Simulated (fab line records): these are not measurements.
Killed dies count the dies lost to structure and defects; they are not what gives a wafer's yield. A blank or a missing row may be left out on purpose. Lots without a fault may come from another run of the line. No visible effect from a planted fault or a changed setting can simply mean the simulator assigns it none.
Shared-tool check || flow gf180mcu || 13 lots and 39 wafers in the sample

REASON FOR OPENING
Of 13 lots, 2 have the reading V1_CVD_00_THK flagged at GF_V1_THK_MEAS_01. Wafers without a fault read 602 nm, standard deviation 7.6.
Rule: a lot gets a flag if all its wafers with a number sit over 4 standard deviations from that mean, or if no wafer of it has a number. As for the other lots, they are considered sound.

{"lot": "L494", "measured": "day 17 02:17", "on": "film_metro-03", "V1_CVD_00_THK (nm), wafer by wafer": "614 607 612", "flag": ""}
{"lot": "L495", "measured": "day 17 16:26", "on": "film_metro-02", "V1_CVD_00_THK (nm), wafer by wafer": "608 615 611", "flag": ""}
{"lot": "L496", "measured": "day 18 02:34", "on": "film_metro-03", "V1_CVD_00_THK (nm), wafer by wafer": "605 603 609", "flag": ""}
{"lot": "L498", "measured": "day 18 19:42", "on": "film_metro-03", "V1_CVD_00_THK (nm), wafer by wafer": "601 596 608", "flag": ""}
{"lot": "L499", "measured": "day 19 09:25", "on": "film_metro-03", "V1_CVD_00_THK (nm), wafer by wafer": "599 601 604", "flag": ""}
{"lot": "L500", "measured": "day 19 13:32", "on": "film_metro-02", "V1_CVD_00_THK (nm), wafer by wafer": "594 614 600", "flag": ""}
{"lot": "L501", "measured": "day 19 22:31", "on": "film_metro-03", "V1_CVD_00_THK (nm), wafer by wafer": "600 599 605", "flag": ""}
{"lot": "L502", "measured": "day 20 04:25", "on": "film_metro-04", "V1_CVD_00_THK (nm), wafer by wafer": "614 612 609", "flag": ""}
{"lot": "L503", "measured": "day 20 16:37", "on": "film_metro-03", "V1_CVD_00_THK (nm), wafer by wafer": "595 609 601", "flag": ""}
{"lot": "L508", "measured": "day 22 12:09", "on": "film_metro-04", "V1_CVD_00_THK (nm), wafer by wafer": "296 296 296", "flag": "FLAGGED"}
{"lot": "L510", "measured": "day 23 01:01", "on": "film_metro-04", "V1_CVD_00_THK (nm), wafer by wafer": "302 310 297", "flag": "FLAGGED"}
{"lot": "L516", "measured": "day 25 02:25", "on": "film_metro-03", "V1_CVD_00_THK (nm), wafer by wafer": "601 598 596", "flag": ""}
{"lot": "L517", "measured": "day 25 08:26", "on": "film_metro-04", "V1_CVD_00_THK (nm), wafer by wafer": "598 599 599", "flag": ""}
The mean of the flagged lots' numbers is 300 nm, -302 nm from the usual (-40 standard deviations).

TOOL THAT RAN EACH LOT
The record holds 3 process steps before the reading, out of a route of 602 steps. Read each cell as the tool, then ch plus the chambers that the sampled wafers visited, then the start.
{"lot": "L494", "flag": "", "GF_CONTACT_ETCH_16": "rie_diel-02 ch 1,2,3, day 16 01:41", "GF_CONTACT_STRIP_18": "plasma_asher-01 ch 0,1, day 16 01:51", "GF_V1_CVD_00": "hdpcvd-02 ch 0,1,2, day 17 02:13"}
{"lot": "L495", "flag": "", "GF_CONTACT_ETCH_16": "rie_diel-03 ch 0,3, day 16 15:55", "GF_CONTACT_STRIP_18": "plasma_asher-01 ch 0,1, day 16 16:05", "GF_V1_CVD_00": "hdpcvd-02 ch 0,1, day 17 16:21"}
{"lot": "L496", "flag": "", "GF_CONTACT_ETCH_16": "rie_diel-02 ch 2,3, day 17 01:25", "GF_CONTACT_STRIP_18": "plasma_asher-04 ch 0,1, day 17 01:35", "GF_V1_CVD_00": "hdpcvd-02 ch 0,2, day 18 02:29"}
{"lot": "L498", "flag": "", "GF_CONTACT_ETCH_16": "rie_diel-04 ch 0,1,2, day 17 16:59", "GF_CONTACT_STRIP_18": "plasma_asher-04 ch 0,1, day 17 17:09", "GF_V1_CVD_00": "hdpcvd-01 ch 0,1,2, day 18 19:37"}
{"lot": "L499", "flag": "", "GF_CONTACT_ETCH_16": "rie_diel-02 ch 0,3, day 18 06:28", "GF_CONTACT_STRIP_18": "plasma_asher-02 ch 0,1, day 18 06:38", "GF_V1_CVD_00": "hdpcvd-02 ch 0,1,2, day 19 09:20"}
{"lot": "L500", "flag": "", "GF_CONTACT_ETCH_16": "rie_diel-02 ch 1,2, day 18 10:37", "GF_CONTACT_STRIP_18": "plasma_asher-04 ch 0,1, day 18 10:47", "GF_V1_CVD_00": "hdpcvd-01 ch 0,2, day 19 13:26"}
{"lot": "L501", "flag": "", "GF_CONTACT_ETCH_16": "rie_diel-04 ch 1,2, day 18 19:20", "GF_CONTACT_STRIP_18": "plasma_asher-02 ch 1, day 18 19:30", "GF_V1_CVD_00": "hdpcvd-02 ch 0,2, day 19 22:27"}
{"lot": "L502", "flag": "", "GF_CONTACT_ETCH_16": "rie_diel-04 ch 0,1, day 19 01:49", "GF_CONTACT_STRIP_18": "plasma_asher-01 ch 0,1, day 19 01:59", "GF_V1_CVD_00": "hdpcvd-01 ch 0,1,2, day 20 04:20"}
{"lot": "L503", "flag": "", "GF_CONTACT_ETCH_16": "rie_diel-03 ch 0,3, day 19 14:26", "GF_CONTACT_STRIP_18": "plasma_asher-01 ch 0,1, day 19 14:36", "GF_V1_CVD_00": "hdpcvd-01 ch 0,1, day 20 16:32"}
{"lot": "L508", "flag": "FLAGGED", "GF_CONTACT_ETCH_16": "rie_diel-03 ch 1,2,3, day 21 09:50", "GF_CONTACT_STRIP_18": "plasma_asher-01 ch 0,1, day 21 10:00", "GF_V1_CVD_00": "hdpcvd-02 ch 0,1, day 22 12:05"}
{"lot": "L510", "flag": "FLAGGED", "GF_CONTACT_ETCH_16": "rie_diel-02 ch 0,2,3, day 22 00:02", "GF_CONTACT_STRIP_18": "plasma_asher-04 ch 0,1, day 22 00:14", "GF_V1_CVD_00": "hdpcvd-02 ch 0,1,2, day 23 00:57"}
{"lot": "L516", "flag": "", "GF_CONTACT_ETCH_16": "rie_diel-04 ch 0,1,2, day 24 02:43", "GF_CONTACT_STRIP_18": "plasma_asher-02 ch 0,1, day 24 02:53", "GF_V1_CVD_00": "hdpcvd-01 ch 1,2, day 25 02:20"}
{"lot": "L517", "flag": "", "GF_CONTACT_ETCH_16": "rie_diel-04 ch 1,2, day 24 08:31", "GF_CONTACT_STRIP_18": "plasma_asher-02 ch 0,1, day 24 08:43", "GF_V1_CVD_00": "hdpcvd-01 ch 1,2, day 25 08:21"}
What is done by these steps:
- GF_CONTACT_ETCH_16: etches BARC in N2/H2.
- GF_CONTACT_STRIP_18: strips in O2/N2.
- GF_V1_CVD_00: deposits SiO2, target thk 600 nm, time 100 s.
- GF_V1_THK_MEAS_01

FLAGGED OVER TOTAL, TOOL BY TOOL (the gauges that took the reading come last)
{"step": "GF_CONTACT_ETCH_16", "tool": "rie_diel-02", "lots run": 5, "flagged": 1, "share of the flagged lots": "some", "sound lots run after its first flagged lot": 0}
{"step": "GF_CONTACT_ETCH_16", "tool": "rie_diel-03", "lots run": 3, "flagged": 1, "share of the flagged lots": "some", "sound lots run after its first flagged lot": 0}
{"step": "GF_CONTACT_ETCH_16", "tool": "rie_diel-04", "lots run": 5, "flagged": 0, "share of the flagged lots": "none", "sound lots run after its first flagged lot": "-"}
{"step": "GF_CONTACT_STRIP_18", "tool": "plasma_asher-01", "lots run": 5, "flagged": 1, "share of the flagged lots": "some", "sound lots run after its first flagged lot": 0}
{"step": "GF_CONTACT_STRIP_18", "tool": "plasma_asher-02", "lots run": 4, "flagged": 0, "share of the flagged lots": "none", "sound lots run after its first flagged lot": "-"}
{"step": "GF_CONTACT_STRIP_18", "tool": "plasma_asher-04", "lots run": 4, "flagged": 1, "share of the flagged lots": "some", "sound lots run after its first flagged lot": 0}
{"step": "GF_V1_CVD_00", "tool": "hdpcvd-01", "lots run": 6, "flagged": 0, "share of the flagged lots": "none", "sound lots run after its first flagged lot": "-"}
{"step": "GF_V1_CVD_00", "tool": "hdpcvd-02", "lots run": 7, "flagged": 2, "share of the flagged lots": "all", "sound lots run after its first flagged lot": 0}
{"step": "GF_V1_THK_MEAS_01", "tool": "film_metro-02", "lots run": 2, "flagged": 0, "share of the flagged lots": "none", "sound lots run after its first flagged lot": "-"}
{"step": "GF_V1_THK_MEAS_01", "tool": "film_metro-03", "lots run": 7, "flagged": 0, "share of the flagged lots": "none", "sound lots run after its first flagged lot": "-"}
{"step": "GF_V1_THK_MEAS_01", "tool": "film_metro-04", "lots run": 4, "flagged": 2, "share of the flagged lots": "all", "sound lots run after its first flagged lot": "1 (L517)"}

WHAT THE TABLE ALLOWS
hdpcvd-02 at GF_V1_CVD_00 and film_metro-04 at GF_V1_THK_MEAS_01 are the 2 rows of the table that ran each flagged lot.
- hdpcvd-02 at GF_V1_CVD_00: 2 of its 7 lots flagged. Last sound lot L501 at day 19 22:27, first flagged lot L508 at day 22 12:05; a fault beginning in between fits. Its own readings (sih4_flow_sccm) fall more than 4 standard deviations out on all wafers of the flagged lots.
- film_metro-04 at GF_V1_THK_MEAS_01: 2 of its 4 lots flagged. After the first flagged lot (L517), sound lots still ran on it; a lasting fault on the whole tool would not permit that.
One tool is left: hdpcvd-02 at GF_V1_CVD_00.

WHAT THE SIMULATOR HAD PUT IN
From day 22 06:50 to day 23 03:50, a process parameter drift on hdpcvd-02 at GF_V1_CVD_00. From 60, the setting sih4_flow_sccm moved by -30. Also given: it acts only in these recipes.
Lots struck among those shown: L508, L510. The same result came from the rule above.
